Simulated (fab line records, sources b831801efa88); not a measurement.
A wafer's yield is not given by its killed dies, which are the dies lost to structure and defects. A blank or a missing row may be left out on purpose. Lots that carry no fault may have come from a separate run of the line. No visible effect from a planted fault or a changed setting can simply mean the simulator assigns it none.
A single fault, viewed from 2 desks || flow gf180mcu || only its own numbers are on each desk; what lay behind them is given at the end

## THE TOOL OWNER'S DESK: pvdSputter-01
The tool's own readings at GF_M2_SPUTTER_00 (material Ti, target thk 37.5 nm, time 150 s): means of the sampled wafers that have a number, for each lot that ran on this tool. Any lot whose mean is over 4 standard deviations away from the usual mean is out of limits and marked OUT; that distance is given in the brackets.
Columns: A = chamberPressurePa at GF_M2_SPUTTER_00, usual 1.999 Pa; B = throttleValvePct at GF_M2_SPUTTER_00, usual 30.3 %
{"lot": "L533", "first seen here": "day 20 06:47", "A": 1.997, "B": 30.1}
{"lot": "L540", "first seen here": "day 22 21:20", "A": "1.965 (-8.9) OUT", "B": 31.0}
{"lot": "L541", "first seen here": "day 23 06:35", "A": "1.970 (-7.6) OUT", "B": 30.3}
This desk's verdict: out of limits on L540, L541, starting with L540 at day 22 21:20 (chamberPressurePa at GF_M2_SPUTTER_00). In limits: L533.

## METROLOGY DESK
Lot by lot, what the gauges showed, no matter which tool ran the lot: averages of those sampled wafers that carry a number. Any lot whose mean is over 4 standard deviations away from the usual mean is out of limits and marked OUT; that distance is given in the brackets.
Columns: A = V1_OVL at GF_V1_OVL_MEAS_15, usual -2 nm; B = V1_W_RS at GF_V1_RS_MEAS_24, usual 0.327 ohm/sq; C = V1_W_THK at GF_V1_THK_MEAS_25, usual 337 nm
{"lot": "L533", "first seen here": "day 20 05:24", "A": 3, "B": 0.331, "C": 331}
{"lot": "L536", "first seen here": "day 21 11:23", "A": -3, "B": 0.333, "C": 330}
{"lot": "L540", "first seen here": "day 22 19:56", "A": 3, "B": 0.332, "C": 336}
{"lot": "L541", "first seen here": "day 23 05:11", "A": -3, "B": 0.320, "C": 345}
{"lot": "L543", "first seen here": "day 23 20:44", "A": -3, "B": 0.320, "C": 346}
{"lot": "L550", "first seen here": "day 25 19:21", "A": -3, "B": 0.323, "C": 337}
This desk found nothing out of limits on any of the 6 lots.

## PUT TOGETHER
The tool owner's desk had the chance to raise an alarm at day 22 21:20 on L540, L541.
Nothing out of limits was seen by the metrology desk.
The metrology desk has L540, L541 on record, within its limits.
The lots listed all ran GF_M2_SPUTTER_00 on pvdSputter-01.

## WHAT HAD BEEN PUT IN BY THE SIMULATOR
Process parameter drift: pvdSputter-01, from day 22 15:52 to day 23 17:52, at GF_M2_SPUTTER_00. From 2, the setting chamberPressurePa moved by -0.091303. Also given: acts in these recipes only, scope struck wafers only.
Lots struck among those shown: L540, L541.
Each desk's first reading out of limits, in hours after the fault started: the tool owner's desk, 5.
